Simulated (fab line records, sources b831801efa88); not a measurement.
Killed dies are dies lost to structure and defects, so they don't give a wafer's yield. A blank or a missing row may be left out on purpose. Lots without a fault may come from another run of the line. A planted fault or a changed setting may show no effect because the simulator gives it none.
fab line records | flow gf180mcu
record lots=7 wafers=21 last_day=34
route steps=602 shown V3@447 M4@456
lots that met no fault: from a run of the same line without faults
start_h: hours from the record's first day to the start of the lot's first wafer shown | wait_h: hours since the lot's step before | " the same as in the row above | L1.1+2: a row that stands for several wafers | - no value, or no start given | * or withheld: withheld | < > ~ a bound
route shown NAME@n: a module of which the file shows steps, and the number in the route of the first | usual: mean/standard deviation of fault-free wafers | same: alike in all rows | chamber/n: place in a boat | sites: the reading at each site | _std_site: their standard deviation | _edge_site: outer sites' mean less inner sites' | radius_mm: how far each site lies from the wafer's centre | mask NAME#n: copy n | behind: the tool/chamber that last shaped the wafer | hold: why the lot was held/for how many hours/how that ended | device: the transistor (n, p or np) that didn't switch | end of line: the same wafers' tests at the end of the route | a step without rows: its recipe alone | killed: dies lost to structure and defects at the first sort, not the wafer's yield | map: a wafer's dies, x killed, . not, _ none there
set.NAME: the setting as run; set.NAME@STEP: as run at that earlier step | model.NAME: the simulator's own value behind a step, which no gauge read
lots at some steps of the route; a table a step, a row a wafer
services: from which hour (start_h, from the record's first day; less than 0 if before it) a tool's chamber was out of use, for how many hours, and why
## steps
# step GF_V3_STRIP_18
# recipe chemistry=O2/N2 power_w=1400 pressure_mtorr=1500 platen_temp_c=250 o2_flow_sccm=3000 n2_flow_sccm=300 overash_fraction=0.5
# step GF_V3_STRIP_19
# recipe chemistry=post_etch_residue_remover time_s=1200 temp_c=72.5
# step GF_V3_CLEAN_20
# recipe chemistry=DIW dry=n2_spin
# step GF_V3_SPUTTER_21
# recipe material=Ti target_thk_nm=15 chamber_pressure_pa=5 power_w=2500 substrate_temp_c=200 time_s=80.02
# usual cathode_dc_power_W=2500.0/0.48 throttle_valve_pct=30.2/1.3
# columns lot.wafer tool chamber start_h wait_h cathode_dc_power_W throttle_valve_pct
L826.1 pvd_sputter-03 - 539.50 0.0 2499.9 29.4
L826.2 " - " " 2500.3 31.4
L826.5 " - " " 2499.6 29.5
L834.1 pvd_sputter-02 - 604.39 0.0 2499.8 29.6
L834.2 " - " " 2500.6 33.1
L834.4 " - " " 2499.8 29.5
L836.1 pvd_sputter-03 - 621.27 0.0 2499.8 29.3
L836.2 " - " " 2500.2 31.4
L836.6 " - " " 2500.4 31.5
L837.1 pvd_sputter-03 - 624.35 0.0 2499.2 28.4
L837.4 " - " " 2499.8 31.3
L837.5 " - " " 2499.6 31.5
L838.1 pvd_sputter-03 - 633.74 0.0 2500.2 31.4
L838.4 " - " " 2499.4 31.8
L838.5 " - " " 2499.7 31.6
L845.3 pvd_sputter-01 - 691.89 0.0 2500.3 29.5
L845.5 " - " " 2499.9 29.6
L845.6 " - " " 2500.6 29.3
L846.2 pvd_sputter-03 - 703.70 0.0 2499.7 31.3
L846.5 " - " " 2499.8 28.5
L846.6 " - " " 2499.7 31.7
# step GF_V3_SPUTTER_22
# recipe material=TiN target_thk_nm=10 chamber_pressure_pa=5 power_w=4000 time_s=40
# usual cathode_dc_power_W=4000.1/0.72 throttle_valve_pct=30.2/1.3
# columns lot.wafer tool chamber start_h wait_h cathode_dc_power_W throttle_valve_pct
L826.1 pvd_sputter-03 - 539.56 0.0 4001.4 29.6
L826.2 " - " " 4000.4 31.3
L826.5 " - " " 4000.1 29.6
L834.1 pvd_sputter-02 - 604.45 0.0 4000.7 29.7
L834.2 " - " " 4000.0 33.0
L834.4 " - " " 3999.2 29.7
L836.1 pvd_sputter-03 - 621.33 0.0 4000.9 29.7
L836.2 " - " " 4000.5 31.5
L836.6 " - " " 4000.1 31.7
L837.1 pvd_sputter-03 - 624.41 0.0 4001.2 28.3
L837.4 " - " " 3999.6 31.3
L837.5 " - " " 3999.9 31.5
L838.1 pvd_sputter-03 - 633.80 0.0 3999.1 31.3
L838.4 " - " " 3999.5 31.4
L838.5 " - " " 3998.8 31.5
L845.3 pvd_sputter-01 - 691.95 0.0 4000.0 29.4
L845.5 " - " " 4000.3 29.3
L845.6 " - " " 4000.3 29.3
L846.2 pvd_sputter-03 - 703.76 0.0 4000.2 31.5
L846.5 " - " " 3999.8 28.6
L846.6 " - " " 3998.4 31.4
# step GF_V3_CVD_23
# recipe material=W target_thk_nm=350 time_s=104.9 temp_c=400 pressure_torr=40
# usual heater_power_w=842/54
# columns lot.wafer tool chamber start_h wait_h heater_power_w
L826.1 cvd_w-02 0 539.60 0.0 797
L826.2 " 1 " " 825
L826.5 " 1 " " 823
L834.1 cvd_w-02 0 604.49 0.0 796
L834.2 " 1 " " 816
L834.4 " 0 " " 790
L836.1 cvd_w-01 0 621.37 0.0 815
L836.2 " 1 " " 936
L836.6 " 0 " " 800
L837.1 cvd_w-01 0 624.46 0.0 807
L837.4 " 1 " " 908
L837.5 " 0 " " 811
L838.1 cvd_w-02 0 633.84 0.0 791
L838.4 " 1 " " 828
L838.5 " 1 " " 840
L845.3 cvd_w-01 0 692.03 0.1 803
L845.5 " 0 " " 819
L845.6 " 1 " " 953
L846.2 cvd_w-01 0 703.80 0.0 817
L846.5 " 1 " " 937
L846.6 " 0 " " 813
# step GF_V3_RS_MEAS_24
# recipe thk_meas_gauge=four-point-probe reads=W_of_V3_CVD_23+TiN_of_V3_SPUTTER_22+Ti_of_V3_SPUTTER_21
# usual V3_W_RS=0.327/0.003
# columns lot.wafer tool chamber start_h wait_h V3_W_RS[ohm/sq]
L826.1 film_metro-02 - 539.71 0.1 0.329
L826.2 " - " " 0.325
L826.5 " - " " 0.329
L834.1 film_metro-01 - 604.60 0.1 0.330
L834.2 " - " " 0.334
L834.4 " - " " 0.336
L836.1 film_metro-01 - 621.48 0.1 0.327
L836.2 " - " " 0.328
L836.6 " - " " 0.323
L837.1 film_metro-03 - 624.57 0.1 0.321
L837.4 " - " " 0.327
L837.5 " - " " 0.322
L838.1 film_metro-01 - 633.95 0.1 0.330
L838.4 " - " " 0.330
L838.5 " - " " 0.329
L845.3 film_metro-01 - 692.15 0.1 0.324
L845.5 " - " " 0.328
L845.6 " - " " 0.329
L846.2 film_metro-01 - 703.93 0.1 0.328
L846.5 " - " " 0.330
L846.6 " - " " 0.328
# step GF_V3_THK_MEAS_25
# recipe thk_meas_gauge=xrf reads=W_of_V3_CVD_23
# usual V3_W_THK=347/4.2
# columns lot.wafer tool chamber start_h wait_h V3_W_THK[nm]
L826.1 film_metro-02 - 539.83 0.1 347
L826.2 " - " " 351
L826.5 " - " " 346
L834.1 film_metro-01 - 604.72 0.1 347
L834.2 " - " " 342
L834.4 " - " " 343
L836.1 film_metro-01 - 621.60 0.1 352
L836.2 " - " " 347
L836.6 " - " " 352
L837.1 film_metro-03 - 624.69 0.1 355
L837.4 " - " " 348
L837.5 " - " " 352
L838.1 film_metro-01 - 634.07 0.1 344
L838.4 " - " " 343
L838.5 " - " " 343
L845.3 film_metro-01 - 692.25 0.1 354
L845.5 " - " " 350
L845.6 " - " " 349
L846.2 film_metro-01 - 704.04 0.1 350
L846.5 " - " " 347
L846.6 " - " " 349
# step GF_V3_CMP_26
# recipe stop_on=SiO2 down_force_psi=3.5 platen_rpm=60 t_overpolish_s=15.38 target_thk_nm=0 pad_velocity_m_s=0.94248
# step GF_M4_SPUTTER_00
# recipe material=Ti target_thk_nm=37.5 arriving_ion_energy_ev=80 substrate_temp_c=200 chamber_pressure_pa=2 power_w=4000 time_s=150
# usual cathode_dc_power_W=3999.9/0.77 throttle_valve_pct=30.1/1.4
# columns lot.wafer tool chamber start_h wait_h cathode_dc_power_W throttle_valve_pct
L826.1 pvd_sputter-02 - 540.19 0.1 4000.9 31.4
L826.2 " - " " 3999.6 33.2
L826.5 " - " " 3999.7 33.3
L834.1 pvd_sputter-04 - 605.08 0.1 4000.5 28.7
L834.2 " - " " 4000.3 30.0
L834.4 " - " " 4000.1 28.9
L836.1 pvd_sputter-04 - 621.96 0.2 3998.9 28.6
L836.2 " - " " 4000.0 29.0
L836.6 " - " " 3998.1 30.0
L837.1 pvd_sputter-04 - 625.05 0.1 4001.0 29.7
L837.4 " - " " 4000.8 28.7
L837.5 " - " " 3999.4 29.5
L838.1 pvd_sputter-04 - 634.43 0.2 4000.5 29.4
L838.4 " - " " 4000.5 29.8
L838.5 " - " " 3999.5 29.6
L845.3 pvd_sputter-03 - 692.59 0.1 4001.7 29.6
L845.5 " - " " 3999.6 31.8
L845.6 " - " " 4000.4 28.4
L846.2 pvd_sputter-02 - 704.39 0.2 4000.2 31.1
L846.5 " - " " 3999.7 29.6
L846.6 " - " " 3999.6 33.1
# step GF_M4_SPUTTER_01
# recipe material=TiN target_thk_nm=30 power_w=6500 time_s=25 chamber_pressure_pa=0.4
# usual cathode_dc_power_W=6500.2/1.1 throttle_valve_pct=30.1/1.3
# columns lot.wafer tool chamber start_h wait_h cathode_dc_power_W throttle_valve_pct
L826.1 pvd_sputter-02 - 540.29 0.1 6498.8 31.2
L826.2 " - " " 6499.1 32.9
L826.5 " - " " 6500.8 32.9
L834.1 pvd_sputter-04 - 605.18 0.1 6499.5 28.3
L834.2 " - " " 6500.4 29.9
L834.4 " - " " 6499.8 28.9
L836.1 pvd_sputter-04 - 622.06 0.1 6501.4 28.6
L836.2 " - " " 6501.0 28.9
L836.6 " - " " 6499.1 29.8
L837.1 pvd_sputter-04 - 625.15 0.1 6501.3 29.7
L837.4 " - " " 6500.6 28.5
L837.5 " - " " 6500.0 29.6
L838.1 pvd_sputter-04 - 634.53 0.1 6501.9 29.7
L838.4 " - " " 6499.1 29.9
L838.5 " - " " 6500.1 29.9
L845.3 pvd_sputter-03 - 692.69 0.1 6500.6 29.6
L845.5 " - " " 6499.8 31.7
L845.6 " - " " 6502.4 28.2
L846.2 pvd_sputter-02 - 704.49 0.1 6499.3 31.0
L846.5 " - " " 6498.5 29.9
L846.6 " - " " 6500.2 33.1
# step GF_M4_SPUTTER_02
# recipe material=AlCu target_thk_nm=450 power_w=10600 time_s=23.9 chamber_pressure_pa=0.4
# step GF_M4_SPUTTER_03
# recipe material=Ti target_thk_nm=10 substrate_temp_c=300 chamber_pressure_pa=0.3 power_w=3000 time_s=6.7
# usual cathode_dc_power_W=3000.1/0.58 throttle_valve_pct=30.0/1.3
# columns lot.wafer tool chamber start_h wait_h cathode_dc_power_W throttle_valve_pct model.Ti_of_M4_SPUTTER_03.thk_nm
L826.1 pvd_sputter-02 - 540.35 0.0 3000.6 31.4 10.01
L826.2 " - " " 3000.2 33.0 9.857
L826.5 " - " " 2999.7 33.1 9.965
L834.1 pvd_sputter-04 - 605.24 0.0 2998.4 28.7 9.914
L834.2 " - " " 2999.6 29.6 9.92
L834.4 " - " " 3000.2 28.8 9.942
L836.1 pvd_sputter-04 - 622.13 0.0 2856.8 28.8 9.351
L836.2 " - " " 2856.2 28.7 9.364
L836.6 " - " " 2855.3 29.7 9.422
L837.1 pvd_sputter-04 - 625.21 0.0 2856.1 29.7 9.498
L837.4 " - " " 2856.2 28.8 9.455
L837.5 " - " " 2855.8 29.2 9.365
L838.1 pvd_sputter-04 - 634.59 0.0 2856.7 29.3 9.399
L838.4 " - " " 2854.5 29.7 9.247
L838.5 " - " " 2855.7 29.7 9.353
L845.3 pvd_sputter-03 - 692.75 0.0 3000.1 29.6 9.961
L845.5 " - " " 2999.4 31.5 9.933
L845.6 " - " " 3000.3 28.2 9.835
L846.2 pvd_sputter-02 - 704.56 0.0 2999.9 31.1 9.914
L846.5 " - " " 2999.7 29.9 10.05
L846.6 " - " " 3000.7 33.0 9.865
# step GF_M4_SPUTTER_04
# recipe material=TiN target_thk_nm=50 power_w=6500 time_s=41.7 chamber_pressure_pa=0.4
## services
# columns tool chamber start_h hours kind
pvd_sputter-01 - 534.14 18.9 repair
pvd_sputter-04 - 535.79 6.6 repair
cvd_w-01 1 573.43 3.4 repair
pvd_sputter-04 2 579.63 - consumable_replace:kit
pvd_sputter-04 2 579.63 18.0 scheduled_down
pvd_sputter-04 2 579.63 18.0 vent_cycle
pvd_sputter-03 - 583.97 1.8 repair
cvd_w-02 0 587.30 4.7 repair
cvd_w-02 0 607.97 4.9 repair
pvd_sputter-02 3 659.45 - consumable_replace:kit
pvd_sputter-02 3 659.45 18.0 scheduled_down
pvd_sputter-02 3 659.45 18.0 vent_cycle
pvd_sputter-01 - 673.01 0.9 repair
pvd_sputter-04 - 673.67 0.7 repair
cvd_w-01 - 680.14 1.2 repair
pvd_sputter-04 1 683.33 - consumable_replace:kit
pvd_sputter-04 1 683.33 18.0 scheduled_down
pvd_sputter-04 1 683.33 18.0 vent_cycle
pvd_sputter-01 - 701.21 8.5 repair
## key
first_sign step=GF_M4_SPUTTER_03 reading=cathode_dc_power_W direction=down sigmas=99+ usual=3000.1 struck=2855.9
effect none on later readings
model_effect step=GF_M4_SPUTTER_03 value=Ti_of_M4_SPUTTER_03.thk_nm without=9.865 struck=9.384
met_at GF_M4_SPUTTER_03
struck_wafers L836.1,L836.2,L836.6,L837.1,L837.4,L837.5,L838.1,L838.4,L838.5
onset_between 605.24 622.13
fault kind=process_parameter_drift tool=pvd_sputter-04 chamber=- onset_h=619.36 steps=GF_M4_SPUTTER_03 channel=power_w offset=-144.41 shape=step end_h=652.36 acts_in=these_recipes_only stated=3000
